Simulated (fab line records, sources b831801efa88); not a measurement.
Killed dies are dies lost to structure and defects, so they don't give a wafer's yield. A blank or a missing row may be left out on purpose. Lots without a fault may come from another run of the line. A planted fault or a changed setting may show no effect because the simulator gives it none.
A struck lot beside a sound one | flow sky130 | 25 steps out of a route of 708
Sound: wafers L837.1, L837.2, L837.3. Struck: wafers L833.2, L833.4, L833.5. The cause comes at the end.
At each step with rows: each side's tool, then ch and its chambers, then its first start. Under that, the readings that differ: sound wafers | struck wafers | difference of the means | sigmas: that difference in standard deviations of wafers without a fault.
alike: readings whose means differ by less than 2 such deviations, and words and numbers that are the same on both sides. not compared: withheld readings, readings that some wafer has no value for, bounds like >300 that may hide the same value, and numbers for which the record gives no deviation and whose values overlap.
The two part at a step that has a row with sigmas, a row that says differs or no value, or rows on one side only. Numbers that don't overlap but have no deviation are shown without sigmas and don't part them. A reading that every wafer of one side lacks parts them only if that side has two wafers or more.

first, 1 step without rows for these wafers: SKY_VIA2_SPUTTER_20 (material TiN, target thk 20 nm, time 80 s).
SKY_VIA2_CVD_21: deposits W, target thk 420 nm, time 126.4 s.
  sound on cvd_w-02 ch 0,1, day 41 12:56; struck on cvd_w-01 ch 0,1, day 40 19:19
  alike: chamber_pressure_Torr, heater_power_w
SKY_VIA2_RS_MEAS_22: measures by four-point-probe.
  sound on film_metro-04, day 41 13:04; struck on film_metro-03, day 40 19:28
  alike: VIA2_W_RS
SKY_VIA2_THK_MEAS_23: measures by xrf.
  sound on film_metro-04, day 41 13:11; struck on film_metro-03, day 40 19:34
  alike: VIA2_W_THK
SKY_VIA2_CMP_24: polishes, stops on SiO2, t overpolish 20 s, target thk 0 nm.
  sound on cmp-02 ch 0,1,3, day 41 13:18; struck on cmp-01 ch 0,1,3, day 40 19:40
  reading                | sound    | struck      | difference | sigmas
  time_to_endpoint_s (s) | 98 89 96 | 104 108 103 | +11        | +2
  alike: head_pressure_psi, motor_current_A, overpolish_run_s, retaining_ring_pressure_frac, slurry_filter_dp_kPa
SKY_METAL3_SPUTTER_00: material Ti, target thk 15 nm, time 10 s.
  sound on pvd_sputter-01, day 41 13:33; struck on pvd_sputter-04, day 40 19:55
  alike: cathode_dc_power_W, chamber_pressure_pa, throttle_valve_pct
then, 3 steps without rows for these wafers: SKY_METAL3_SPUTTER_01 (material TiN, target thk 20 nm, time 16.7 s); SKY_METAL3_SPUTTER_02 (material AlCu, target thk 735 nm, time 39.1 s); SKY_METAL3_SPUTTER_03 (material Ti, target thk 5 nm, time 3.3 s).
SKY_METAL3_SPUTTER_04: material TiN, target thk 70 nm, time 58.3 s.
  sound on pvd_sputter-01, day 41 13:39; struck on pvd_sputter-04, day 40 20:01
  alike: cathode_dc_power_W, chamber_pressure_pa, throttle_valve_pct
then, 1 step without rows for these wafers: SKY_CAPM_CVD_00 (deposits SiO2, target thk 15.5 nm).
SKY_CAPM_THK_MEAS_01:
  sound on film_metro-03, day 41 13:43; struck on film_metro-03, day 40 20:06
  alike: CAPM_CVD_00_THK
SKY_CAPM_SPUTTER_02: material TiN, target thk 200 nm, time 166.7 s.
  sound on pvd_sputter-02, day 41 13:47; struck on pvd_sputter-02, day 40 20:09
  no value came back on the struck wafers for cathode_dc_power_W (W), chamber_pressure_pa (Pa), throttle_valve_pct (%); on the sound wafers cathode_dc_power_W (W) reads 6501.5 6500.6 6500.3
SKY_CAPM_RS_MEAS_03: measures by four-point-probe.
  sound on film_metro-02, day 41 13:53; struck on film_metro-03, day 40 20:17
  reading              | sound          | struck | difference                    | sigmas
  CAPM_TIN_RS (ohm/sq) | 6.86 6.82 6.89 | - - -  | no value on the struck wafers |
SKY_CAPM_THK_MEAS_04: measures by xrf.
  sound on film_metro-02, day 41 14:01; struck on film_metro-03, day 40 20:23
  reading           | sound             | struck         | difference | sigmas
  CAPM_TIN_THK (nm) | 200.2 200.3 199.5 | <0.0 <0.0 <0.0 | differs    |
then, 7 steps without rows for these wafers: SKY_CAPM_DEHYDRATE_05 (time 60 s); SKY_CAPM_HMDS_06 (prime time 60 s); SKY_CAPM_COAT_07 (resist thk 1140 nm); SKY_CAPM_SOFTBAKE_08 (time 60 s); SKY_CAPM_EXPOSE_09 (exposes mask CAPM, target cd 1000 nm); SKY_CAPM_PEB_10; SKY_CAPM_DEVELOP_11 (develop time 60 s).
SKY_CAPM_OVL_MEAS_12:
  sound on overlay-01, day 42 14:47; struck on overlay-02, day 41 20:07
  alike: CAPM_OVL
SKY_CAPM_METAL_ETCH_13: etches TiN in Cl2/BCl3, stops on SiO2, target depth 220 nm, time 62.9 s.
  sound on rie_metal-04 ch 0,1, day 42 14:50; struck on rie_metal-02 ch 0,1, day 41 20:09
  reading                | sound                | struck               | difference | sigmas
  oes_product_au (a.u.)  | 0.941 0.939 0.950    | 0.372 0.376 0.379    | -0.568     | -71
  throttle_valve_pct (%) | 21.895 21.916 21.918 | 22.274 22.264 22.268 | +0.359     | +36
  alike: chamber_pressure_mTorr, drypump_motor_current_A, mfc_cl2_sccm, rf_fwd_power_W
  not compared: rf_hours_counter_h
SKY_CAPM_STRIP_14: strips in O2/N2.
  sound on plasma_asher-01 ch 0,1, day 42 14:55; struck on plasma_asher-02 ch 1, day 41 20:14
  alike: chamber_pressure_mTorr, drypump_motor_current_A, oes_product_au, strip_time_to_endpoint_s
  not compared: rf_hours_counter_h

WHERE THEY PART
First at SKY_VIA2_CMP_24; last, within this record, at SKY_CAPM_METAL_ETCH_13. Later steps at which nothing parts them and some readings are alike: SKY_CAPM_STRIP_14.

WHY: what the simulator had put in
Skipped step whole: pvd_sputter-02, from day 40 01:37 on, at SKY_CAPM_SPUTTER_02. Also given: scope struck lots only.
